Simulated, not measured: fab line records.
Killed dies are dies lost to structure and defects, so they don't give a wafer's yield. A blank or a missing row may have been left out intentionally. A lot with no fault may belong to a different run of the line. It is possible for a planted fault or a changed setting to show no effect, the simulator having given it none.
Chamber matching | flow sky130 | cmp-01 running SKY_VIA3_CMP_02: 4 sister chambers
The step polishes SiO2. 4 wafers are shown with their chamber, then 12 later ones without.

== WAFERS, EACH WITH ITS CHAMBER ==
wafer  | chamber | motor current A (A)
L086.1 | 2       | 14.2
L087.2 | 0       | 12.5
L087.4 | 1       | 11.5
L087.5 | 3       | 11.3

== WAFERS WHOSE CHAMBER IS MISSING ==
wafer  | motor current A (A)
L088.1 | 10.8
L088.4 | 11.1
L088.5 | 10.9
L091.1 | 13.0
L091.3 | 10.9
L091.5 | 12.2
L093.2 | 10.8
L093.3 | 13.5
L093.4 | 12.4
L097.1 | 12.2
L097.2 | 14.3
L097.3 | 11.4

== WHICH CHAMBER EACH WENT THROUGH ==
wafer  | from the rows above          | in truth
L088.1 | can't be placed: 3 or 1      | 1
L088.4 | can't be placed: 3 or 1      | 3
L088.5 | can't be placed: 3 or 1      | 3
L091.1 | can't be placed: 0 or 2      | 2
L091.3 | can't be placed: 3 or 1      | 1
L091.5 | can't be placed: 0 or 1 or 3 | 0
L093.2 | can't be placed: 3 or 1      | 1
L093.3 | can't be placed: 2 or 0      | 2
L093.4 | 0                            | 0
L097.1 | can't be placed: 0 or 1 or 3 | 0
L097.2 | 2                            | 2
L097.3 | can't be placed: 1 or 3      | 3
Correct placement for 2 of the 12. Unplaceable from these rows: 10, with the true chamber sitting among the candidates in 10. Number placed wrongly: 0.
How it was worked out, from the rows above alone: a wafer's distance from a chamber is the root of the sum, over the readings, of the square of ((its reading less the chamber's mean) divided by the reading's scatter). The wafer belongs to the nearest chamber; if the next one is less than 2 further off, it can't be placed. The mean given for a chamber averages the wafers shown for that chamber. The scatter: with one shown wafer a chamber, the root of the mean of the squares of how far each hidden wafer lies from its nearest shown one.
